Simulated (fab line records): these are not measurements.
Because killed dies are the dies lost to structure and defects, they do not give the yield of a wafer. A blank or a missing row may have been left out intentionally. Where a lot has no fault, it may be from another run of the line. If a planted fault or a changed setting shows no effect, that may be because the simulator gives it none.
2 desks looking at one fault + flow sky130 + only its own numbers are on each desk; what lay behind them is given at the end

## METROLOGY DESK
What the gauges read, lot by lot, whatever tool the lot ran on: means of the sampled wafers that have a number. The brackets show how far a lot's mean lies from the usual mean; more than 4 standard deviations puts the lot out of limits, marked OUT.
Columns: A = FIELD_ISO_OXIDATION_00_THK at SKY_FIELD_ISO_THK_MEAS_02, usual 12.16 nm; B = cd_nm at SKY_SD_N_CD_MEAS_07, usual 380 nm; C = SD_N_OVL at SKY_SD_N_OVL_MEAS_08, usual 0.0 nm
| lot  | first seen here | A                | B   | C    |
|------|-----------------|------------------|-----|------|
| L112 | day 1 11:38     | 12.15            | 380 | -0.4 |
| L113 | day 1 16:39     | 12.39            | 381 | -1.5 |
| L114 | day 1 22:47     | 11.96            | 376 | 0.2  |
| L115 | day 2 02:38     | 12.29            | 378 | -0.9 |
| L118 | day 2 18:19     | 12.51            | 377 | -2.1 |
| L119 | day 2 22:39     | 11.88            | 382 | 1.3  |
| L122 | day 3 14:44     | 10.43 (-6.6) OUT | 378 | 0.0  |
| L123 | day 3 18:46     | 10.30 (-7.1) OUT | 387 | 0.2  |
| L127 | day 4 17:26     | 12.23            | 382 | 0.8  |
| L128 | day 4 21:53     | 12.32            | 382 | -1.0 |
| L135 | day 6 08:44     | 11.93            | 378 | 1.0  |
Per this desk, out of limits: L122, L123; the first was L122, day 3 14:44 (FIELD_ISO_OXIDATION_00_THK at SKY_FIELD_ISO_THK_MEAS_02). L112, L113, L114, L115, L118, L119, L127, L128, L135 stayed within limits.

## DESK OF THE TOOL OWNER: furnace-01
The tool's own readings at SKY_FIELD_ISO_OXIDATION_01 (stabilise 600 s, purge 300 s, target thk 12 nm): means of the sampled wafers that have a number, for each lot that ran on this tool. The brackets show how far a lot's mean lies from the usual mean; more than 4 standard deviations puts the lot out of limits, marked OUT.
Columns: A = zone_power_top_pct at SKY_FIELD_ISO_OXIDATION_01, usual 31.3 %; B = zone_power_upper_pct at SKY_FIELD_ISO_OXIDATION_01, usual 20 %
| lot  | first seen here | A    | B  |
|------|-----------------|------|----|
| L113 | day 1 15:07     | 31.6 | 17 |
| L115 | day 2 01:07     | 31.9 | 17 |
| L118 | day 2 16:47     | 31.6 | 17 |
| L122 | day 3 13:13     | 31.9 | 17 |
| L123 | day 3 17:14     | 32.0 | 17 |
This desk's finding: nothing out of limits on any of the 5 lots.

## PUT TOGETHER
An alarm was possible from the metrology desk at day 3 14:44, on L122, L123.
The desk of the tool owner found nothing out of limits.
The tool owner's desk has L122, L123 on record, within its limits.
Of the lots named, all ran SKY_FIELD_ISO_OXIDATION_01 on furnace-01.

## WHAT THE SIMULATOR PUT IN
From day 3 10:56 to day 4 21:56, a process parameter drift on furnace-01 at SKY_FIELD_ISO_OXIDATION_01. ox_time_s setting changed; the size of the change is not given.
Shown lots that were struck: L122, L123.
Time in hours between the start of the fault and the first out-of-limits reading at each desk: metrology desk, 4.
